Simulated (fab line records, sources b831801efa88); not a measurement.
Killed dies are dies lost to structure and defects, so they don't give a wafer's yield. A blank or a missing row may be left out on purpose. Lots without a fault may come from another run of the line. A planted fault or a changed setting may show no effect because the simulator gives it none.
fab line records | flow sky130
record lots=7 wafers=21 last_day=49
route steps=708 shown LDD_HVP@288 LDD_LDN@289 PAD_OPEN@708
lots that met no fault: from a run of the same line without faults
start_h: hours from the record's first day to the start of the lot's first wafer shown | wait_h: hours since the lot's step before | " the same as in the row above | L1.1+2: a row that stands for several wafers | - no value, or no start given | * or withheld: withheld | < > ~ a bound
route shown NAME@n: a module of which the file shows steps, and the number in the route of the first | usual: mean/standard deviation of fault-free wafers | same: alike in all rows | chamber/n: place in a boat | sites: the reading at each site | _std_site: their standard deviation | _edge_site: outer sites' mean less inner sites' | radius_mm: how far each site lies from the wafer's centre | mask NAME#n: copy n | behind: the tool/chamber that last shaped the wafer | hold: why the lot was held/for how many hours/how that ended | device: the transistor (n, p or np) that didn't switch | end of line: the same wafers' tests at the end of the route | a step without rows: its recipe alone | killed: dies lost to structure and defects at the first sort, not the wafer's yield | map: a wafer's dies, x killed, . not, _ none there
set.NAME: the setting as run; set.NAME@STEP: as run at that earlier step | model.NAME: the simulator's own value behind a step, which no gauge read
lots at some steps of the route; a table a step, a row a wafer
services: from which hour (start_h, from the record's first day; less than 0 if before it) a tool's chamber was out of use, for how many hours, and why
## steps
# step SKY_LDD_HVP_TW_MEAS_10
# usual LDD_HVP_TW=458/4.4
# columns lot.wafer tool chamber start_h wait_h LDD_HVP_TW
L327.1 film_metro-01 - 551.85 0.1 451
L327.3 " - " " 454
L327.5 " - " " 453
L328.1 film_metro-02 - 561.81 0.1 460
L328.2 " - " " 460
L328.5 " - " " 459
L332.3 film_metro-04 - 588.28 0.1 460
L332.4 " - " " 459
L332.5 " - " " 461
L335.3 film_metro-02 - 614.43 0.1 463
L335.4 " - " " 460
L335.6 " - " " 462
L336.1 film_metro-04 - 620.40 0.1 457
L336.3 " - " " 457
L336.5 " - " " 459
L337.3 film_metro-01 - 630.37 0.1 453
L337.5 " - " " 452
L337.6 " - " " 452
L338.2 film_metro-04 - 637.65 0.1 461
L338.4 " - " " 460
L338.5 " - " " 462
# step SKY_LDD_LDN_DEHYDRATE_00
# recipe temp_c=200 time_s=60
# step SKY_LDD_LDN_HMDS_01
# recipe prime_time_s=60 prime_temp_c=120
# step SKY_LDD_LDN_COAT_02
# recipe resist=NOVOLAK spin_rpm=3000 resist_thk_nm=1140
# step SKY_LDD_LDN_SOFTBAKE_03
# recipe temp_c=90 time_s=60 resist=NOVOLAK
# step SKY_LDD_LDN_EXPOSE_04
# recipe mask_id=LDNTM na=0.6 source_shape=conventional sigma_outer=0.6 polarization=unpolarized target_cd_nm=700 dose_mj=140
# step SKY_LDD_LDN_PEB_05
# recipe temp_c=withheld time_s=* resist=NOVOLAK
# step SKY_LDD_LDN_DEVELOP_06
# recipe resist=NOVOLAK developer=TMAH develop_time_s=60 dev_temp_c=23
# step SKY_LDD_LDN_OVL_MEAS_07
# usual LDD_LDN_OVL=0.2/1.3
# columns lot.wafer tool chamber start_h wait_h LDD_LDN_OVL[nm]
L327.1 overlay-01 - 580.72 0.1 -0.5
L327.3 " - " " -1.3
L327.5 " - " " -0.1
L328.1 overlay-02 - 590.61 0.1 -0.6
L328.2 " - " " -1.0
L328.5 " - " " -0.7
L332.3 overlay-02 - 616.46 0.1 -0.2
L332.4 " - " " 0.9
L332.5 " - " " -1.8
L335.3 overlay-01 - 643.61 0.1 2.1
L335.4 " - " " 2.7
L335.6 " - " " 2.8
L336.1 overlay-02 - 649.82 0.1 0.1
L336.3 " - " " 2.2
L336.5 " - " " 0.6
L337.3 overlay-01 - 658.67 0.1 -1.4
L337.5 " - " " -1.3
L337.6 " - " " -2.0
L338.2 overlay-02 - 666.30 0.1 -1.5
L338.4 " - " " -1.3
L338.5 " - " " 1.2
# step SKY_LDD_LDN_IMPLANT_08
# recipe species=As energy_kev=15 dose_cm2=1.25e+13 tilt_deg=withheld rotation_deg=23
# step SKY_LDD_LDN_IMPLANT_09
# recipe species=As energy_kev=15 dose_cm2=1.25e+13 tilt_deg=withheld rotation_deg=113
# step SKY_LDD_LDN_IMPLANT_10
# recipe species=As energy_kev=15 dose_cm2=1.25e+13 tilt_deg=withheld rotation_deg=203
# step SKY_LDD_LDN_IMPLANT_11
# recipe species=As energy_kev=15 dose_cm2=1.25e+13 tilt_deg=withheld rotation_deg=293
# usual beam_energy_keV=15.000/0.005 dose_ions_cm2=1.2499e+13/1.3e+10 faraday_current_uA=70.4/1.5
# same implant_ion_amu=75
# columns lot.wafer tool chamber start_h wait_h beam_energy_keV dose_ions_cm2 faraday_current_uA
L327.1 implanter-01 0 581.21 0.1 15.004 1.2485e+13 69.4
L327.3 " 0 " " 15.009 1.2493e+13 68.1
L327.5 " 0 " " 15.007 1.2503e+13 69.7
L328.1 implanter-03 0 591.09 0.1 15.004 1.2494e+13 70.2
L328.2 " 0 " " 15.004 1.2511e+13 70.6
L328.5 " 0 " " 14.998 1.2506e+13 70.1
L332.3 implanter-03 0 616.98 0.1 14.997 1.2502e+13 74.0
L332.4 " 0 " " 14.994 1.2496e+13 68.7
L332.5 " 0 " " 14.995 1.2495e+13 69.5
L335.3 implanter-01 0 644.13 0.1 14.999 6.047e+12 33.3
L335.4 " 0 " " 15.003 6.034e+12 33.2
L335.6 " 0 " " 14.995 6.04e+12 33.9
L336.1 implanter-01 0 650.31 0.1 14.996 6.021e+12 34.7
L336.3 " 0 " " 14.994 6.004e+12 34.6
L336.5 " 0 " " 14.993 6.026e+12 33.8
L337.3 implanter-03 0 659.20 0.1 15.009 1.2509e+13 70.7
L337.5 " 0 " " 15.004 1.2509e+13 69.4
L337.6 " 0 " " 15.008 1.251e+13 71.8
L338.2 implanter-01 0 666.81 0.1 14.999 6.016e+12 33.3
L338.4 " 0 " " 15.003 6.034e+12 34.5
L338.5 " 0 " " 15.003 6.024e+12 33.7
# step SKY_LDD_LDN_STRIP_12
# recipe chemistry=O2/N2 power_w=1400 pressure_mtorr=1500 platen_temp_c=withheld o2_flow_sccm=3000 n2_flow_sccm=300 overash_fraction=0.5
# usual drypump_motor_current_A=5.66/0.23 oes_product_au=0.716/0.0044 strip_time_to_endpoint_s=14.18/0.035
# columns lot.wafer tool chamber start_h wait_h drypump_motor_current_A oes_product_au rf_hours_counter_h strip_time_to_endpoint_s
L327.1 plasma_asher-01 1 581.36 0.1 6.05 0.714 11 14.21
L327.3 " 1 " " 6.05 0.720 - 14.19
L327.5 " 0 " " 5.54 0.719 - 14.16
L328.1 plasma_asher-03 0 591.24 0.1 6.00 0.711 77 14.21
L328.2 " 1 " " 5.92 0.711 77 14.19
L328.5 " 1 " " 5.90 0.715 - 14.23
L332.3 plasma_asher-02 1 617.12 0.1 5.57 0.720 - 14.23
L332.4 " 0 " " 5.42 0.709 - 14.20
L332.5 " 0 " " 5.43 0.716 - 14.18
L335.3 plasma_asher-02 1 644.27 0.1 5.56 0.722 - 14.13
L335.4 " 0 " " 5.43 0.720 - 14.12
L335.6 " 1 " " 5.56 0.722 - 14.15
L336.1 plasma_asher-01 1 650.46 0.1 6.02 0.705 18 14.17
L336.3 " 1 " " 6.04 0.723 - 14.17
L336.5 " 1 " " 6.03 0.705 - 14.15
L337.3 plasma_asher-01 1 659.33 0.1 6.04 0.720 - 14.18
L337.5 " 1 " " 6.01 0.713 - 14.14
L337.6 " 0 " " 5.52 0.718 - 14.15
L338.2 plasma_asher-02 0 666.93 0.1 5.44 0.719 54 14.20
L338.4 " 0 " " 5.44 0.714 - 14.19
L338.5 " 0 " " 5.43 0.711 - 14.21
# step SKY_LDD_LDN_TW_MEAS_13
# usual LDD_LDN_TW=1478/13
# columns lot.wafer tool chamber start_h wait_h hold LDD_LDN_TW
L327.1 film_metro-03 - 581.46 0.1 - 1473
L327.3 " - " " - 1473
L327.5 " - " " - 1477
L328.1 film_metro-02 - 591.34 0.1 - 1505
L328.2 " - " " - 1507
L328.5 " - " " - 1500
L332.3 film_metro-01 - 617.20 0.1 - 1471
L332.4 " - " " - 1455
L332.5 " - " " - 1465
L335.3 film_metro-03 - 644.35 0.1 await_dispo/0.2h/release 1404
L335.4 " - " " await_dispo/0.2h/release 1415
L335.6 " - " " await_dispo/0.2h/release 1411
L335.3 film_metro-03 - 644.58 0.2 - 1406
L335.4 " - " " - 1412
L335.6 " - " " - 1412
L336.1 film_metro-03 - 650.56 0.1 await_dispo/0.2h/release 1414
L336.3 " - " " await_dispo/0.2h/release 1409
L336.5 " - " " await_dispo/0.2h/release 1411
L336.1 film_metro-03 - 650.79 0.2 - 1404
L336.3 " - " " - 1407
L336.5 " - " " - 1407
L337.3 film_metro-01 - 659.42 0.1 - 1469
L337.5 " - " " - 1465
L337.6 " - " " - 1454
L338.2 film_metro-02 - 667.04 0.1 - 1449
L338.4 " - " " - 1458
L338.5 " - " " - 1439
# step SKY_PAD_OPEN_PROBE_99
# usual killed_at_M0_to_M3=44/6 killed_at_M4_up=2.9/1.5 killed_at_contacts=24/4.9 killed_at_front_end=16/4.3 killed_at_other=0.3/0.54 killed_dies=87/8.7 killed_open=48/6.7 killed_short=39/5.9
# same gross_dies=492 killed_at_back_side=0
# columns lot.wafer tool chamber start_h wait_h killed_at_M0_to_M3 killed_at_M4_up killed_at_contacts killed_at_front_end killed_at_other killed_dies killed_open killed_short model.etest.tip_sonos.rs_ohm_sq
L327.1 prober-02 - 1115.15 0.1 51 4 19 17 0 91 51 40 2700
L327.3 prober-02 - 1115.25 0.2 39 2 29 17 0 87 44 43 2699
L327.5 prober-02 - 1115.35 0.2 44 4 30 19 1 98 55 43 2669
L328.1 prober-01 - 1120.20 0.1 39 2 18 12 0 71 39 32 2578
L328.2 prober-01 - 1120.25 0.1 33 3 18 16 0 70 38 32 2601
L328.5 prober-01 - 1120.40 0.2 43 3 21 12 0 79 42 37 2587
L332.3 prober-01 - 1137.60 0.2 41 3 28 15 0 87 50 37 2740
L332.4 prober-01 - 1137.65 0.2 51 4 23 23 0 101 58 43 2729
L332.5 prober-01 - 1137.70 0.2 44 3 26 21 1 95 53 42 2731
L335.3 prober-02 - 1153.92 0.2 43 2 27 18 0 90 55 34 2924
L335.4 prober-02 - 1153.97 0.2 38 7 34 19 0 98 56 42 2987
L335.6 prober-02 - 1154.07 0.2 49 2 18 18 1 88 47 40 2978
L336.1 prober-01 - 1157.41 0.1 48 2 21 16 0 87 50 37 2740
L336.3 prober-01 - 1157.51 0.2 38 3 28 8 0 77 44 32 2744
L336.5 prober-01 - 1157.61 0.2 46 3 19 20 1 89 45 44 2741
L337.3 prober-02 - 1165.47 0.2 41 2 26 14 1 84 50 34 2665
L337.5 prober-02 - 1165.57 0.2 54 3 25 10 1 93 43 50 2712
L337.6 prober-02 - 1165.62 0.2 46 3 22 11 0 82 47 35 2721
L338.2 prober-01 - 1169.07 0.1 50 3 14 11 1 79 47 31 2867
L338.4 prober-01 - 1169.17 0.2 31 4 22 12 0 69 36 31 2910
L338.5 prober-01 - 1169.22 0.2 37 2 28 12 0 79 43 36 2925
# killed by level:class
L327.1 VIA1:geometric_particle:open=16 VIA3:geometric_particle:open=11 POLY_GATE:geometric_particle:short=7 VIA2:geometric_particle:short=6 METAL2:geometric_particle:short=5 LI_CONTACT:geometric_particle:open=4 CONTACT:geometric_particle:short=4 CONTACT:geometric_particle:open=4
L327.3 CONTACT:geometric_particle:open=8 LI_CONTACT:geometric_particle:open=7 VIA1:geometric_particle:open=7 POLY_GATE:geometric_particle:short=6 CONTACT:geometric_particle:short=6 VIA3:geometric_particle:short=6 FIELD_ISO:geometric_particle:open=5 VIA2:geometric_particle:open=5
L327.5 CONTACT:geometric_particle:open=16 VIA1:geometric_particle:open=11 VIA1:geometric_particle:short=9 POLY_GATE:geometric_particle:open=7 LI_CONTACT:geometric_particle:open=6 VIA3:geometric_particle:open=6 CONTACT:geometric_particle:short=5 FIELD_ISO:geometric_particle:short=4
L328.1 VIA1:geometric_particle:open=12 CONTACT:geometric_particle:open=6 VIA3:geometric_particle:open=6 VIA2:geometric_particle:open=5 METAL2:geometric_particle:short=5 FIELD_ISO:geometric_particle:open=4 CONTACT:geometric_particle:short=4 METAL1:geometric_particle:short=3
L328.2 CONTACT:geometric_particle:open=8 VIA1:geometric_particle:open=8 LI_CONTACT:geometric_particle:open=6 VIA1:geometric_particle:short=6 POLY_GATE:geometric_particle:short=5 METAL1:geometric_particle:short=5 FIELD_ISO:geometric_particle:open=4 POLY_GATE:geometric_particle:open=3
L328.5 VIA1:geometric_particle:open=14 CONTACT:geometric_particle:open=7 METAL1:geometric_particle:short=6 CONTACT:geometric_particle:short=6 VIA1:geometric_particle:short=6 FIELD_ISO:geometric_particle:open=5 POLY_GATE:geometric_particle:short=4 LI_CONTACT:geometric_particle:open=4
L332.3 VIA1:geometric_particle:open=12 LI_CONTACT:geometric_particle:open=9 CONTACT:geometric_particle:open=7 VIA1:geometric_particle:short=7 CONTACT:geometric_particle:short=6 VIA2:geometric_particle:open=5 FIELD_ISO:geometric_particle:open=4 LOCAL_INTERCONNECT:geometric_particle:short=4
L332.4 VIA1:geometric_particle:open=15 CONTACT:geometric_particle:open=13 VIA3:geometric_particle:open=7 VIA1:geometric_particle:short=6 METAL2:geometric_particle:short=5 FIELD_ISO:geometric_particle:short=5 VIA2:geometric_particle:open=5 FIELD_ISO:geometric_particle:open=4
L332.5 CONTACT:geometric_particle:open=11 FIELD_ISO:geometric_particle:open=9 VIA1:geometric_particle:open=9 VIA2:geometric_particle:open=7 METAL3:geometric_particle:short=7 LI_CONTACT:geometric_particle:open=6 FIELD_ISO:geometric_particle:short=4 VIA1:geometric_particle:short=4
L335.3 VIA3:geometric_particle:open=10 VIA1:geometric_particle:open=9 CONTACT:geometric_particle:open=8 LI_CONTACT:geometric_particle:open=7 METAL1:geometric_particle:short=6 POLY_GATE:geometric_particle:open=5 FIELD_ISO:geometric_particle:open=4 FIELD_ISO:geometric_particle:short=4
L335.4 CONTACT:geometric_particle:open=15 CONTACT:geometric_particle:short=7 METAL2:geometric_particle:short=7 VIA1:geometric_particle:open=7 POLY_GATE:geometric_particle:open=6 VIA3:geometric_particle:open=6 LOCAL_INTERCONNECT:geometric_particle:open=5 VIA2:geometric_particle:open=5
L335.6 VIA3:geometric_particle:open=7 POLY_GATE:geometric_particle:short=6 LI_CONTACT:geometric_particle:open=6 CONTACT:geometric_particle:open=6 METAL1:geometric_particle:short=6 VIA1:geometric_particle:open=6 VIA2:geometric_particle:open=6 METAL2:geometric_particle:short=5
L336.1 VIA1:geometric_particle:open=13 CONTACT:geometric_particle:open=8 POLY_GATE:geometric_particle:short=8 LI_CONTACT:geometric_particle:open=8 VIA1:geometric_particle:short=7 VIA2:geometric_particle:open=6 VIA3:geometric_particle:open=5 POLY_GATE:geometric_particle:open=4
L336.3 LI_CONTACT:geometric_particle:open=9 CONTACT:geometric_particle:open=8 VIA2:geometric_particle:open=8 VIA1:geometric_particle:open=8 VIA1:geometric_particle:short=6 CONTACT:geometric_particle:short=5 LI_CONTACT:geometric_particle:short=4 VIA3:geometric_particle:short=4
L336.5 VIA1:geometric_particle:open=13 METAL1:geometric_particle:short=9 CONTACT:geometric_particle:open=7 LI_CONTACT:geometric_particle:open=5 VIA1:geometric_particle:short=5 VIA3:geometric_particle:open=5 FIELD_ISO:geometric_particle:short=4 FIELD_ISO:geometric_particle:open=4
L337.3 VIA1:geometric_particle:open=11 LI_CONTACT:geometric_particle:open=9 CONTACT:geometric_particle:open=8 VIA1:geometric_particle:short=8 VIA3:geometric_particle:open=7 FIELD_ISO:geometric_particle:open=5 CONTACT:geometric_particle:short=5 VIA3:geometric_particle:short=5
L337.5 VIA1:geometric_particle:open=9 CONTACT:geometric_particle:short=8 CONTACT:geometric_particle:open=8 METAL1:geometric_particle:short=7 METAL2:geometric_particle:short=7 METAL3:geometric_particle:short=7 VIA2:geometric_particle:open=6 VIA3:geometric_particle:open=5
L337.6 VIA1:geometric_particle:open=12 CONTACT:geometric_particle:open=7 VIA2:geometric_particle:open=7 VIA1:geometric_particle:short=7 VIA3:geometric_particle:open=7 LI_CONTACT:geometric_particle:open=6 CONTACT:geometric_particle:short=4 METAL1:geometric_particle:short=4
L338.2 VIA1:geometric_particle:open=15 VIA3:geometric_particle:open=12 METAL2:geometric_particle:short=5 VIA2:geometric_particle:open=5 POLY_GATE:geometric_particle:open=4 CONTACT:geometric_particle:short=4 CONTACT:geometric_particle:open=4 METAL1:geometric_particle:short=4
L338.4 VIA1:geometric_particle:open=8 LOCAL_INTERCONNECT:geometric_particle:short=7 VIA3:geometric_particle:open=6 LI_CONTACT:geometric_particle:open=6 CONTACT:geometric_particle:open=5 CONTACT:geometric_particle:short=4 METAL1:geometric_particle:short=4 VIA2:geometric_particle:short=3
L338.5 VIA1:geometric_particle:open=14 CONTACT:geometric_particle:open=9 LI_CONTACT:geometric_particle:open=8 CONTACT:geometric_particle:short=6 VIA1:geometric_particle:short=5 POLY_GATE:geometric_particle:short=4 LI_CONTACT:geometric_particle:short=4 VIA2:geometric_particle:open=4
## services
# columns tool chamber start_h hours kind
implanter-03 - 580.42 1.7 repair
plasma_asher-02 - 585.92 7.5 repair
implanter-01 - 611.38 3.6 repair
plasma_asher-02 - 620.74 2.8 pm
implanter-01 - 621.01 4.4 pm
## key
first_sign step=SKY_LDD_LDN_IMPLANT_11 reading=dose_ions_cm2 direction=down sigmas=99+ usual=* struck=*
effect step=SKY_LDD_LDN_IMPLANT_11 reading=faraday_current_uA direction=down sigmas=24 usual=70.4 struck=33.9
effect step=SKY_LDD_LDN_TW_MEAS_13 reading=visit direction=added
model_effect step=SKY_PAD_OPEN_PROBE_99 value=etest.tip_sonos.rs_ohm_sq without=2656 struck=2869
met_at SKY_LDD_LDN_IMPLANT_11
struck_wafers L335.3,L335.4,L335.6,L336.1,L336.3,L336.5,L338.2,L338.4,L338.5
tester_left_out L335,L336,L338
onset_between 581.21 644.13
fault kind=process_parameter_drift tool=implanter-01 chamber=- onset_h=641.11 steps=SKY_LDD_LDN_IMPLANT_11 channel=dose_cm2 offset=* shape=step end_h=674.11 acts_in=* stated=*
# tester_left_out: of these lots the tester's yield and bins aren't shown, on N5 and GAA mostly nor the transistor test; their killed dies are dies lost to structure and defects alone, not to doping, threshold or leakage, so they don't give the yield
